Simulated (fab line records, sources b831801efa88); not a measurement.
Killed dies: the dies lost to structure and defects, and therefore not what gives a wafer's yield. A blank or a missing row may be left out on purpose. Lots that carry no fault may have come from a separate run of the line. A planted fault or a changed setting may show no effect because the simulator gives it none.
Problem report in the 8D (eight disciplines) form, filled by code / flow sfqLine / the parts of the form that need people (team, actions taken, sign-off) are left out

== 1. THE PROBLEM ==
Mean of biasW at SFQ_TRILAYER_L0_ETCH_METAL_ETCH_008: 92.38 W across 3 wafers in 2 lots; on wafers with no fault it is 79.97 W (standard deviation 0.25). That puts it +50 standard deviations away from the usual mean.
The step: etches MoNx KI in SF6/O2, stops on SiO2, target depth 50 nm, time 25 s.
First seen on wafer L849.4, day 7 11:20, on rieMetal-03. At this step, 42 wafers from 14 lots have a number in the record. The rule behind "out" and "out of limits": a value lying over 4 standard deviations away from the usual mean. The rest of the wafers with a number are treated as sound.

== 2. WHAT IT IS; WHAT IT IS NOT ==
question=which readings at this step | is=biasW | is not=chamberPressureMTorr, drypumpMotorCurrentA, oesProductAu
question=which lots | is=L849, L851 | is not=L837, L838, L839, L841, L842, L844, L845, L848, L853, L854, L855, L858
question=which wafers of those lots | is=L849.4, L851.1, L851.3 | is not=L849.3, L849.6, L851.6
question=read on which tools | is=rieMetal-03 | is not=rieMetal-02, rieMetal-04
question=when | is=from day 7 11:20 | is not=up to then (26 sound wafers); but 13 sound wafers of L851, L853, L854, L855, L858 came after

== 3. THE SUSPECTS, EACH WITH WHAT RULES IT OUT ==
Counting: any tool at a process step up to the reading remains a suspect provided it ran every lot that is out. Sound lots after the first of them don't rule it out here, since some wafers of a struck lot are sound.
- rieMetal-03 at SFQ_TRILAYER_L0_ETCH_METAL_ETCH_008 (etches MoNx KI in SF6/O2, stops on SiO2, target depth 50 nm, time 25 s): kept. It processed each lot that is out (first: L849, day 7 11:20); up to then, its last sound lot is L844 (day 6 07:28). Out on those wafers are its own readings of biasW.
- The sound lot-mates ran in chamber 0 of rieMetal-03 at SFQ_TRILAYER_L0_ETCH_METAL_ETCH_008, but the wafers that are out ran in chamber 1.
After counting, what remains is rieMetal-03 at SFQ_TRILAYER_L0_ETCH_METAL_ETCH_008.

== 4. THE CAUSE (what the simulator had put in) ==
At SFQ_TRILAYER_L0_ETCH_METAL_ETCH_008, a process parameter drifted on rieMetal-03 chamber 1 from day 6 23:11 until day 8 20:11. Setting biasW, moved by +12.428, from 80. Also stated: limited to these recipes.
Only this tool survived the counting.

== 5. THE EFFECT CHAIN, in route order ==
Each row: a reading whose mean over the struck wafers that have a number lies more than 3 standard deviations from the usual. Scope: only readings with a usual standard deviation given in the record; hours: median across lots of the time from each lot's start at the first step in this table that gives one to its start at this step; sigmas: change in usual standard deviations.
hours=0; step=SFQ_TRILAYER_L0_ETCH_METAL_ETCH_008; reading=biasW; usual=79.97 W; on struck wafers=92.38; change=+12.41; sigmas=+50
It contains these process steps:
- SFQ_TRILAYER_L0_ETCH_METAL_ETCH_008: etches MoNx KI in SF6/O2, stops on SiO2, target depth 50 nm, time 25 s.

== 6. WHAT WOULD HAVE CAUGHT IT SOONER ==
12 hours passed between the start of the fault at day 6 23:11 and the first reading out of limits in this record, taken at day 7 11:20.
